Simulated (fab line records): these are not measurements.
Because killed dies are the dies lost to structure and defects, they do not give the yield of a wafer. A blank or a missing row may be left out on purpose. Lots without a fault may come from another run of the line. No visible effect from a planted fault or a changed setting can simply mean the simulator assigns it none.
Chamber matching ; flow sky130 ; cmp-02 running SKY_LI_CONTACT_CMP_02: 4 sister chambers
The step polishes PSG. 14 wafers are shown with their chamber, then 7 later ones without.

## WAFERS WITH THEIR CHAMBER
wafer;chamber;motorCurrentA (A);timeToEndpointS (s)
L579.1;2;13.2;31.6
L579.4;0;10.6;34.4
L579.5;2;13.3;26.8
L580.1;3;11.6;37.0
L580.4;1;12.8;32.5
L580.6;1;12.0;33.6
L591.1;2;13.1;29.7
L591.4;1;12.4;30.7
L591.5;0;10.5;32.4
L593.3;3;11.2;30.5
L593.5;0;11.0;32.7
L593.6;1;13.1;28.0
L595.1;0;10.0;31.2
L595.2;3;11.6;29.7

SIGNATURES, as means of the wafers listed above
reading;chamber 0;chamber 1;chamber 2;chamber 3;scatter within a chamber
motorCurrentA;10.525;12.575;13.200;11.467;0.364
timeToEndpointS;32.675;31.200;29.367;32.400;2.59
Rule: a wafer lies at a distance from a chamber equal to the root of the sum of squares, over the readings, of (its reading less the chamber's mean, divided by the reading's scatter). If the next closest chamber is less than 2 further off than the closest, the wafer can't be placed; otherwise it belongs to the closest. The scatter: take each reading less its chamber's mean, square it, sum over the shown wafers, divide by the number of wafers less the number of chambers, and take the root.

## WAFERS MISSING THEIR CHAMBER
wafer;motorCurrentA (A);timeToEndpointS (s)
L595.3;13.6;26.7
L599.1;12.8;33.9
L599.2;13.7;29.4
L599.5;10.2;30.2
L600.4;13.0;29.3
L600.5;10.7;27.1
L600.6;10.5;32.4

## WHICH CHAMBER EACH WENT THROUGH
wafer;from the rows above;in truth
L595.3;can't be placed: 2 or 1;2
L599.1;can't be placed: 1 or 2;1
L599.2;can't be placed: 2 or 1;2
L599.5;0;0
L600.4;can't be placed: 2 or 1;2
L600.5;can't be placed: 0 or 3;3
L600.6;0;0
Placed correctly: 2 of 7. From these rows, 5 cannot be placed; in 5 the true chamber is one of the candidates. 0 placed wrongly.
